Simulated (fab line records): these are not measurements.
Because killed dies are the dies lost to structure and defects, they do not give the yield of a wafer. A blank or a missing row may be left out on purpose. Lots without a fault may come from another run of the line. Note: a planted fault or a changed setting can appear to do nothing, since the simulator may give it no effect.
2 desks looking at one fault :: flow gf180mcu :: every desk sees just its own numbers, and what lay behind them comes last

== AT THE TOOL OWNER'S DESK: krf scanner-01 ==
The tool's own readings at GF_V1_EXPOSE_11 (exposes mask Via1, target cd 260 nm): means of the sampled wafers that have a number, for each lot that ran on this tool. A lot is out of limits, marked OUT, if its mean lies more than 4 standard deviations from the usual mean; the brackets give that distance.
Columns: A = exposure dose mJ cm2 at GF_V1_EXPOSE_11, usual 37.97; B = focus offset nm at GF_V1_EXPOSE_11, usual 0.0 nm; C = reticle temp C at GF_V1_EXPOSE_11, usual 23.00 C; D = stage vel mm s at GF_V1_EXPOSE_11, usual 500.04 mm/s
lot: L178
first seen here: day 18 06:55
A: 37.96
B: 0.1
C: 23.07
D: 500.26

lot: L184
first seen here: day 20 16:20
A: 37.98
B: 0.4
C: 23.02
D: 500.16

lot: L192
first seen here: day 23 21:25
A: 37.94
B: -0.5
C: 22.84
D: 500.02

lot: L195
first seen here: day 24 10:51
A: 37.93
B: 0.2
C: 22.94
D: 499.98

lot: L197
first seen here: day 25 01:29
A: 37.92
B: -0.5
C: 23.14
D: 500.05
This desk's verdict: no lot among the 5 shows anything out of limits.

== THE METROLOGY DESK ==
What the gauges read, lot by lot, whatever tool the lot ran on: means of the sampled wafers that have a number. A lot is out of limits, marked OUT, if its mean lies more than 4 standard deviations from the usual mean; the brackets give that distance.
Columns: A = cd nm at GF_V1_CD_MEAS_14, usual 260.5 nm
lot: L178
first seen here: day 18 18:19
A: 262.1

lot: L179
first seen here: day 19 04:20
A: 261.9

lot: L180
first seen here: day 19 11:19
A: 260.9

lot: L181
first seen here: day 19 21:22
A: 259.5

lot: L183
first seen here: day 20 20:36
A: 261.2

lot: L184
first seen here: day 21 04:34
A: 262.2

lot: L187
first seen here: day 22 14:20
A: 259.4

lot: L192
first seen here: day 24 08:37
A: 258.8

lot: L195
first seen here: day 24 21:34
A: 259.5

lot: L197
first seen here: day 25 12:36
A: 257.7

lot: L198
first seen here: day 25 18:29
A: 260.2

lot: L199
first seen here: day 26 05:47
A: 259.9
This desk's verdict: no lot among the 12 shows anything out of limits.

== ALL TOGETHER ==
Nothing out of limits was seen by the tool owner's desk.
From the metrology desk's view, nothing was out of limits.

== WHAT THE SIMULATOR HAD INSERTED ==
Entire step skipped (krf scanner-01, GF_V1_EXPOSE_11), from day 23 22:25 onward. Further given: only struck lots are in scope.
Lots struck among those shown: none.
